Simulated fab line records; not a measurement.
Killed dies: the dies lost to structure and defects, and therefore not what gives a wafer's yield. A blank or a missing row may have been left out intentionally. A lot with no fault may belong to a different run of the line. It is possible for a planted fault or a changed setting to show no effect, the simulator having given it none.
8D (eight disciplines) problem report, filled in by code :: flow sky130 :: the parts of the form that need people (team, actions taken, sign-off) are left out

## 1. PROBLEM STATEMENT
Mean of run-length-s at SKY_METAL3_SOFTBAKE_09: 128.15 s across 6 wafers in 2 lots; on wafers with no fault it is 119.12 s (standard deviation 0.17). Relative to the usual mean, that is a shift of +53 standard deviations.
The step: time 90 s.
Earliest sighting: wafer L625.2 on litho-track-02 at day 40 18:00. Wafers with a number at this step in the record: 39, from 13 lots. Rule for "out" (also "out of limits"): further than 4 standard deviations from the usual mean. All remaining wafers that have a number are taken as sound.

## 2. WHAT IT IS; WHAT IT IS NOT
question: which readings at this step
is: run-length-s
is not: -

question: which lots
is: L625, L629
is not: L617, L618, L619, L620, L623, L626, L630, L633, L636, L638, L640

question: which wafers of those lots
is: all that have a number
is not: -

question: read on which tools
is: litho-track-02
is not: litho-track-01, litho-track-04

question: when
is: from day 40 18:00
is not: up to then (15 sound wafers); but 18 sound wafers of L626, L630, L633, L636, L638, L640 came after

## 3. WHAT RULES OUT EACH SUSPECT
Counting: a tool at any process step up to the reading remains a suspect when it ran all the lots that are out and ran no sound lot after the first of those.
- pvd-sputter-01 at SKY_METAL3_SPUTTER_00 (material Ti, target thk 15 nm, time 10 s): ruled out as a lasting fault. Sound lots L626, L630, L633 ran on it after its first lot that is out, L625 (day 39 05:40).
- pvd-sputter-01 at SKY_METAL3_SPUTTER_02 (material AlCu, target thk 735 nm, time 39.1 s): ruled out as a lasting fault. Sound lots L626, L630, L633 ran on it after its first lot that is out, L625 (day 39 05:43).
- litho-track-02 at SKY_METAL3_SOFTBAKE_09 (time 90 s): kept. All lots that are out passed through it, beginning with L625 at day 40 18:00, and no sound lot followed; its final sound lot before that point was L619 at day 38 11:00. Its own readings are out on those wafers: run-length-s.
After counting, what remains is litho-track-02 at SKY_METAL3_SOFTBAKE_09.

## 4. THE CAUSE (what the simulator had put in)
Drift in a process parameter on litho-track-02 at SKY_METAL3_SOFTBAKE_09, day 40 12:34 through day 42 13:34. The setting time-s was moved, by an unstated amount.
This tool alone remained once counting was done.

## 5. THE EFFECT CHAIN, in route order
Rows list readings where the struck wafers' mean (over those with a number) sits beyond 3 standard deviations from the usual. Readings are gone through only where the record gives a usual standard deviation; hours: the median, over the lots, of the time from a lot's start at the first step in this table giving one to that lot's start at this step; sigmas: the change measured in usual standard deviations.
hours: 0
step: SKY_METAL3_SOFTBAKE_09
reading: run-length-s
usual: 119.12 s
on struck wafers: 128.15
change: +9.03
sigmas: +53
Process steps it contains:
- SKY_METAL3_SOFTBAKE_09: time 90 s.

## 6. HOW IT WOULD HAVE BEEN CAUGHT EARLIER
In this record the first reading out of limits was taken at day 40 18:00, 5 hours after the fault began at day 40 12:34.
